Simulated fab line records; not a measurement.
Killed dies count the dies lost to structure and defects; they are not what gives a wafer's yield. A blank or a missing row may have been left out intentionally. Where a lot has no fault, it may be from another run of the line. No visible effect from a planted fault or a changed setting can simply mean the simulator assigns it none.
Comparing a struck lot with a sound one | flow sky130 | 28 steps out of a route of 708
Sound: wafers L404.1, L404.2, L404.3. Wafers struck: L418.2, L418.3, L418.6. The cause is named last.
Each step with rows lists, per side, the tool, then ch with its chambers, then its first start. Under that, the readings that differ: sound wafers | struck wafers | difference of the means | sigmas: that difference in standard deviations of wafers without a fault.
alike: same words and numbers on both sides, and readings whose means sit less than 2 such deviations apart. not compared: any withheld reading, any reading some wafer has no value for, any bound like >300 that may hide the same value, and any number with overlapping values for which the record gives no deviation.
A row with sigmas, a row that says differs or no value, or rows on one side alone: a step with any of these is where the two part. Non-overlapping numbers with no deviation appear without sigmas and do not part them. A reading missing from all wafers of one side parts the sides only when that side holds two or more wafers.

first, 8 steps without rows for these wafers: SKY_LOCAL_INTERCONNECT_ETCH_13 (etches BARC in N2/H2, stops on SiO2, time 45.9 s, target depth 60 nm); SKY_LOCAL_INTERCONNECT_METAL_ETCH_14 (etches TiN in Cl2/BCl3, stops on PSG, target depth 110 nm, time 31.4 s); SKY_LOCAL_INTERCONNECT_STRIP_15 (strips in O2/N2); SKY_LOCAL_INTERCONNECT_STRIP_16 (strips in post etch residue remover, time 1200 s); SKY_LOCAL_INTERCONNECT_CLEAN_17 (cleans in IPA, time 180 s); SKY_LOCAL_INTERCONNECT_CLEAN_18 (cleans in O3/DIW); SKY_CONTACT_CVD_00 (deposits Si3N4, target thk 75 nm); SKY_CONTACT_HDPCVD_02 (deposits SiO2, target thk 565 nm, time 94.2 s).
SKY_CONTACT_CMP_04: polishes SiO2.
  sound on cmp-02 ch 0,2,3, day 30 11:55; struck on cmp-02 ch 0,1, day 36 02:31
  reading                                     | sound             | struck            | difference | sigmas
  head_pressure_psi (psi)                     | 3.995 4.005 3.997 | 1.095 1.081 1.088 | -2.911     | -99 or more
  motor_current_A (A)                         | 14.4 11.7 11.7    | 7.4 6.1 6.3       | -6.0       | -5
  time_to_endpoint_s (s)                      | 71 77 71          | 106 105 105       | +32        | +7
  model.SiO2_of_CONTACT_HDPCVD_02.thk_nm (nm) | 338.1 340.8 339.3 | 476.7 477 477     | +137.5     |
then, 9 steps without rows for these wafers: SKY_CONTACT_DEHYDRATE_06 (time 60 s); SKY_CONTACT_HMDS_07 (prime time 60 s); SKY_CONTACT_COAT_08 (resist thk 60 nm); SKY_CONTACT_COAT_09 (resist thk 450 nm); SKY_CONTACT_SOFTBAKE_10 (time 90 s); SKY_CONTACT_EXPOSE_11 (exposes mask CTM1, target cd 170 nm); SKY_CONTACT_PEB_12; SKY_CONTACT_DEVELOP_13 (develop time 60 s); SKY_CONTACT_ETCH_16 (etches BARC in N2/H2, stops on SiO2, time 45.9 s, target depth 60 nm).
SKY_CONTACT_ETCH_17: etches SiO2 in C4F8/O2/Ar, stops on Si3N4, target depth 340 nm.
  sound on rie_diel-04 ch 0,2,3, day 31 16:53; struck on rie_diel-04 ch 0,1,3, day 37 04:51
  reading                             | sound             | struck            | difference | sigmas
  oes_product_au (a.u.)               | 0.888 0.889 0.890 | 1.006 1.002 1.001 | +0.114     | +24
  model.CONTACT.feature_depth_nm (nm) | 338.1 340.8 339.3 | 413.2 415.5 410.6 | +73.7      |
  model.etch.depth_nm (nm)            | 338.1 340.8 339.3 | 413.2 415.5 410.6 | +73.7      |
SKY_CONTACT_ETCH_18: etches Si3N4 in CHF3/O2, stops on TiN, time 39 s, target depth 75 nm.
  sound: rie_diel-04 ch 0,2,3; struck: rie_diel-04 ch 0,1,3
  reading                | sound             | struck            | difference | sigmas
  oes_product_au (a.u.)  | 0.846 0.857 0.848 | 0.422 0.440 0.401 | -0.429     | -49
  throttle_valve_pct (%) | 8.795 8.790 8.792 | 8.689 8.683 8.676 | -0.110     | -12
  alike: drypump_motor_current_A
  not compared: rf_hours_counter_h
then, 6 steps without rows for these wafers: SKY_CONTACT_STRIP_19 (strips in O2/N2); SKY_CONTACT_STRIP_20 (strips in post etch residue remover, time 1200 s); SKY_CONTACT_CLEAN_21 (cleans in IPA, time 180 s); SKY_CONTACT_CLEAN_22 (cleans in O3/DIW); SKY_CONTACT_SPUTTER_23 (material TiN, target thk 20 nm, time 80 s); SKY_CONTACT_CVD_24 (deposits W, target thk 340 nm, time 102.12 s).
SKY_CONTACT_CMP_27: polishes, stops on SiO2, t overpolish 15 s, target thk 0 nm.
  sound on cmp-02 ch 0,2,3, day 31 17:55; struck on cmp-02 ch 0,1, day 37 05:56
  reading                                     | sound             | struck            | difference | sigmas
  model.SiO2_of_CONTACT_HDPCVD_02.thk_nm (nm) | 334.9 337.6 336.1 | 473.6 473.8 473.8 | +137.5     |
  alike: head_pressure_psi, motor_current_A
-- the record jumps here: 13 days lie between the struck wafers' starts before and after (it left off in module CONTACT and takes up again in module PAD_OPEN, whose first step shown is number 708 of the route) --
SKY_PAD_OPEN_PROBE_99:
  struck on prober-01, day 49 19:08; sound on prober-01, day 45 20:41
  reading            | sound    | struck      | difference | sigmas
  killed_at_contacts | 19 21 23 | 429 415 438 | +406       | +90
  killed_dies        | 89 80 70 | 492 492 492 | +412       | +43
  killed_on_rim      | 15 14 14 | 96 96 96    | +82        | +22
  alike: killed_at_M0_to_M3, killed_at_M4_up, killed_at_front_end, killed_at_other, killed_open, killed_short

## WHERE THEY PART
First at SKY_CONTACT_CMP_04; last, within this record, at SKY_PAD_OPEN_PROBE_99.

WHY: what had been put in by the simulator
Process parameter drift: cmp-02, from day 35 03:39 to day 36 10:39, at SKY_CONTACT_CMP_04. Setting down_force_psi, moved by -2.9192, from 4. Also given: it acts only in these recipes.
